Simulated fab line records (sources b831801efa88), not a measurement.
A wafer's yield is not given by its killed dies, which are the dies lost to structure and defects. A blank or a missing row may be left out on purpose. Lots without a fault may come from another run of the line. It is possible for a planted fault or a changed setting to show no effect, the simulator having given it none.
Which of the tools did it? ; flow gf180mcu ; 13 lots, 39 wafers sampled, at 4 steps of a route of 602

## WHAT EACH GAUGE READ, for each wafer
GF_V1_THK_MEAS_03. Usual: for V1_CVD_02_THK the level is 852 nm and the standard deviation is 14.
lot;measured;on;V1_CVD_02_THK (nm);flag
L737;day 17 19:20;film_metro-03;855 844 847;
L738;day 18 06:14;film_metro-03;836 840 855;
L739;day 18 11:21;film_metro-01;840 843 848;
L740;day 18 18:28;film_metro-03;838 874 852;
L741;day 19 07:12;film_metro-01;857 859 858;
L743;day 19 23:10;film_metro-03;839 848 860;
L749;day 22 03:29;film_metro-01;863 854 841;
L751;day 22 16:53;film_metro-01;846 861 861;
L752;day 23 14:46;film_metro-03;847 822 854;
L755;day 24 07:39;film_metro-01;844 823 838;
L756;day 24 20:25;film_metro-01;828 872 847;
L758;day 25 06:30;film_metro-04;825 836 851;
L757;day 25 07:30;film_metro-01;840 856 879;

GF_V1_RS_MEAS_24: measurement is done with a four-point probe. Usual: for V1_W_RS the level is 0.329 ohm/sq and the standard deviation is 0.0045.
lot;measured;on;V1_W_RS (ohm/sq);flag
L737;day 18 20:20;film_metro-04;0.325 0.315 0.329;
L738;day 19 07:32;film_metro-03;0.331 0.329 0.327;
L739;day 19 12:01;film_metro-01;0.334 0.325 0.331;
L740;day 19 20:14;film_metro-04;0.330 0.326 0.326;
L741;day 20 08:37;film_metro-01;0.326 0.328 0.324;
L743;day 21 00:25;film_metro-01;0.328 0.327 0.327;
L749;day 23 04:11;film_metro-04;0.326 0.322 0.325;
L751;day 23 16:34;film_metro-04;0.330 0.323 0.322;
L752;day 24 13:48;film_metro-03;0.329 0.333 0.332;
L755;day 25 05:58;film_metro-01;0.333 0.333 0.336;
L756;day 25 18:49;film_metro-01;0.326 0.324 0.332;
L758;day 26 04:49;film_metro-01;0.331 0.326 0.329;
L757;day 26 06:31;film_metro-04;0.319 0.330 0.326;

## EACH LOT AND THE TOOL THAT RAN IT (in order: tool; ch and the chambers of the sampled wafers; start)
lot;GF_V1_SOFTBAKE_10;GF_V1_STRIP_18
L737;litho_track-04 ch 0, day 18 07:00;plasma_asher-03 ch 0,1, day 18 19:34
L738;litho_track-03 ch 0, day 18 18:00;plasma_asher-04 ch 1, day 19 06:47
L739;litho_track-03 ch 0, day 18 23:00;plasma_asher-04 ch 0,1, day 19 11:16
L740;litho_track-04 ch 0, day 19 07:00;plasma_asher-03 ch 0, day 19 19:28
L741;litho_track-02 ch 0, day 19 19:00;plasma_asher-03 ch 0,1, day 20 07:52
L743;litho_track-04 ch 0, day 20 11:00;plasma_asher-03 ch 0,1, day 20 23:37
L749;litho_track-04 ch 0, day 22 15:00;plasma_asher-04 ch 0,1, day 23 03:16
L751;litho_track-04 ch 0, day 23 04:00;plasma_asher-03 ch 1, day 23 15:44
L752;litho_track-02 ch 0, day 24 02:00;plasma_asher-01 ch 0,1, day 24 13:04
L755;litho_track-03 ch 0, day 24 18:00;plasma_asher-04 ch 0,1, day 25 05:13
L756;litho_track-02 ch 0, day 25 07:00;plasma_asher-01 ch 0,1, day 25 18:02
L758;litho_track-04 ch 0, day 25 17:00;plasma_asher-03 ch 0,1, day 26 04:02
L757;litho_track-03 ch 0, day 25 18:00;plasma_asher-01 ch 0,1, day 26 05:43
- GF_V1_SOFTBAKE_10: time 60 s.
- GF_V1_STRIP_18: strips in O2/N2.

## AS READ BY THE TOOLS THEMSELVES (means over the sampled wafers that have a number; for cases with no such wafer, the mark the record gives instead)
GF_V1_SOFTBAKE_10. Usual: heater_power_total_W 93.05 W, standard deviation 0.057; run_length_s 88.96 s, standard deviation 0.13.
lot;tool;heater_power_total_W (W);run_length_s (s);flag
L737;litho_track-04;93.00;88.81;
L738;litho_track-03;92.98;89.19;
L739;litho_track-03;93.06;89.08;
L740;litho_track-04;93.04;88.90;
L741;litho_track-02;93.05;88.96;
L743;litho_track-04;93.05;88.99;
L749;litho_track-04;93.04;90.44;OFF
L751;litho_track-04;93.05;90.44;OFF
L752;litho_track-02;93.06;88.92;
L755;litho_track-03;93.05;88.97;
L756;litho_track-02;93.04;89.03;
L758;litho_track-04;93.06;88.88;
L757;litho_track-03;93.04;89.01;

GF_V1_STRIP_18. Usual: drypump_motor_current_A 5.6 A, standard deviation 0.38; heater_power_w 325 W, standard deviation 28; oes_product_au 0.594 a.u., standard deviation 0.0051.
lot;tool;drypump_motor_current_A (A);heater_power_w (W);oes_product_au (a.u.);flag
L737;plasma_asher-03;5.3;308;0.595;
L738;plasma_asher-04;6.0;340;0.595;
L739;plasma_asher-04;5.9;322;0.593;
L740;plasma_asher-03;5.8;349;0.590;
L741;plasma_asher-03;5.5;325;0.591;
L743;plasma_asher-03;5.3;306;0.595;
L749;plasma_asher-04;5.9;316;0.594;
L751;plasma_asher-03;5.1;288;0.592;
L752;plasma_asher-01;5.2;325;0.595;
L755;plasma_asher-04;5.9;330;0.596;
L756;plasma_asher-01;5.4;350;0.593;
L758;plasma_asher-03;5.3;311;0.595;
L757;plasma_asher-01;5.2;328;0.593;

## THE ANSWER, worked out from the rows above alone
Rule: a lot counts as off when the mean over its wafers that have a number is more than 3 standard deviations away from the usual mean. Also off: a lot with no number at a reading for which 4 or more lots have one. Any other lot the step has rows for is counted as sound. First the gauges in route order, then the tools' own readings, where a lot's mean is used as printed above. At the first step where some lot is off, the reading lying furthest off is the one used; lots without a number count as furthest.
Off at GF_V1_SOFTBAKE_10 (run_length_s): L749, L751.
A tool fits if, at that step or a process step before it, it ran every lot that is off, and no sound lot after the first of them. None of those tried fits.

## WHAT THE SIMULATOR PUT IN
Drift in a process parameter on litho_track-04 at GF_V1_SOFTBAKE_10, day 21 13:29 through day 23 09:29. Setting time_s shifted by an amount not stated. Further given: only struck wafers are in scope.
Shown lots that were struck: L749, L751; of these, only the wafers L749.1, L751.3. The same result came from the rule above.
